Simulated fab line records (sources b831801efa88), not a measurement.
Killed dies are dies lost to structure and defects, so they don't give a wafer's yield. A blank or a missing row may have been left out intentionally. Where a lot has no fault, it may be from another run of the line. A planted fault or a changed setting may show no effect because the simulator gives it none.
Which of the tools did it? ; flow sky130 ; 42 wafers from 14 lots sampled at 4 of the route's 708 steps

## WHAT THE GAUGES SHOWED, per wafer
SKY_FIELD_ISO_THK_MEAS_23.
lot;measured;on;FIELD_ISO_OXIDATION_01_THK (nm)
L711;day 2 07:35;film metro-02;10.32 10.27 10.32
L712;day 2 12:00;film metro-03;10.10 10.04 10.15
L714;day 2 22:16;film metro-03;10.03 10.08 10.25
L715;day 3 04:52;film metro-04;10.15 10.24 10.00
L717;day 3 12:59;film metro-02;10.07 10.36 10.17
L718;day 3 20:25;film metro-03;10.16 10.30 10.24
L719;day 4 02:28;film metro-02;9.95 10.21 10.00
L723;day 4 23:22;film metro-04;10.19 10.32 10.47
L725;day 5 07:34;film metro-04;9.99 10.08 10.01
L728;day 6 02:59;film metro-03;10.08 9.87 10.09
L727;day 6 03:00;film metro-04;10.24 10.03 10.04
L731;day 6 15:39;film metro-04;9.92 10.21 10.23
L732;day 7 01:04;film metro-04;10.19 10.24 10.20
L733;day 7 01:04;film metro-02;10.11 10.23 10.04

SKY_FIELD_ISO_THK_MEAS_25.
lot;measured;on;FIELD_ISO_CVD_24_THK (nm)
L711;day 2 07:46;film metro-04;602 595 602
L712;day 2 12:10;film metro-04;608 610 603
L714;day 2 22:24;film metro-04;595 601 596
L715;day 3 04:59;film metro-02;612 610 609
L717;day 3 13:07;film metro-03;593 594 586
L718;day 3 20:33;film metro-03;589 594 599
L719;day 4 02:35;film metro-04;594 599 606
L723;day 4 23:29;film metro-02;612 598 610
L725;day 5 07:41;film metro-02;587 599 592
L728;day 6 03:08;film metro-04;591 598 594
L727;day 6 03:08;film metro-02;586 596 585
L731;day 6 15:47;film metro-03;610 614 603
L732;day 7 01:11;film metro-04;590 601 602
L733;day 7 01:11;film metro-02;588 586 592

SKY_POLY_GATE_OVL_MEAS_14.
lot;measured;on;POLY_GATE_OVL (nm)
L711;day 16 10:23;overlay-02;15 10 15
L712;day 16 11:55;overlay-01;0 1 0
L714;day 17 12:49;overlay-01;2 8 0
L715;day 18 07:49;overlay-01;-6 -5 -1
L717;day 18 09:07;overlay-02;-7 0 -9
L718;day 19 10:28;overlay-01;3 -6 3
L719;day 19 22:29;overlay-02;9 -4 12
L723;day 21 00:40;overlay-02;0 9 2
L725;day 21 17:16;overlay-01;6 0 5
L728;day 23 05:13;overlay-01;-7 5 2
L727;day 23 06:49;overlay-02;6 4 10
L731;day 23 19:04;overlay-01;13 1 1
L732;day 24 09:49;overlay-02;-8 -3 -2
L733;day 24 12:10;overlay-02;12 8 4

## TOOL THAT RAN EACH LOT (tool first, then ch and the chambers of the sampled wafers, then the start)
lot;SKY_GATE_OXIDE_IMPLANT_11
L711;implanter-03 ch 0, day 13 19:59
L712;implanter-02 ch 0, day 13 20:13
L714;implanter-03 ch 0, day 14 19:14
L715;implanter-03 ch 0, day 15 15:04
L717;implanter-02 ch 0, day 15 16:32
L718;implanter-03 ch 0, day 16 10:56
L719;implanter-03 ch 0, day 17 03:31
L723;implanter-04 ch 0, day 18 06:16
L725;implanter-03 ch 0, day 18 22:04
L728;implanter-02 ch 0, day 20 09:51
L727;implanter-02 ch 0, day 20 11:52
L731;implanter-04 ch 0, day 21 01:31
L732;implanter-03 ch 0, day 21 16:30
L733;implanter-04 ch 0, day 21 16:49
- SKY_GATE_OXIDE_IMPLANT_11

## WHAT THE TOOLS THEMSELVES READ (means of the sampled wafers that have a number; where no wafer has one, the mark that the record gives instead)
SKY_GATE_OXIDE_IMPLANT_11.
lot;tool;dose ions cm2
L711;implanter-03;2.6022e+12
L712;implanter-02;2.6028e+12
L714;implanter-03;2.5981e+12
L715;implanter-03;2.5996e+12
L717;implanter-02;2.6010e+12
L718;implanter-03;2.5990e+12
L719;implanter-03;2.6006e+12
L723;implanter-04;2.6002e+12
L725;implanter-03;2.6031e+12
L728;implanter-02;2.7231e+12
L727;implanter-02;2.7227e+12
L731;implanter-04;2.6000e+12
L732;implanter-03;2.5982e+12
L733;implanter-04;2.6010e+12

## THE ANSWER, worked out from the rows above alone
Rule: what is usual is taken from the lots themselves. Put in order of their means at a reading, lots are off if they are a third of the lots or fewer, leave a main group of 4 or more, and stand apart from it by a gap of 3 or more times the standard deviation of the main group's means; of several such gaps the widest counts. A main group is skipped when, at the precision printed for the reading in the tables above, its means are all equal. A lot without any number at a reading at which 4 lots or more have one is off too. Where the step has rows for the other lots, those lots are counted as sound. The gauges are gone through in route order, then the tools' own readings, and for those a lot's mean is taken as printed above. The first step at which some lot is off is used, and at that step the reading that is off furthest; a lot without a number counts as furthest.
Off: L728, L727 (SKY_GATE_OXIDE_IMPLANT_11, dose ions cm2). For the main group the mean is 2.6005e+12 and the standard deviation 1.6e+09.
If a tool, at that step or one of the process steps before it, ran each lot that is off and ran no sound lot following the first of them, it fits. One fits: implanter-02 at SKY_GATE_OXIDE_IMPLANT_11. A fault onset in the window from L717 (day 15 16:32, its last sound lot) to L728 (day 20 09:51, its first lot off) fits.
The tool's own readings at SKY_GATE_OXIDE_IMPLANT_11 bear it out: on the lots that are off they differ by more than 5 times the standard deviation of the sound lots' means. dose ions cm2 reads 2.7229e+12 there against 2.6005e+12 on the sound lots.

## WHAT THE SIMULATOR PUT IN
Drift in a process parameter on implanter-02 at SKY_GATE_OXIDE_IMPLANT_11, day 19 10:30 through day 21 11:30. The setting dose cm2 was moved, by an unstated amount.
Shown lots that were struck: L728, L727. The rule above reached the same finding.
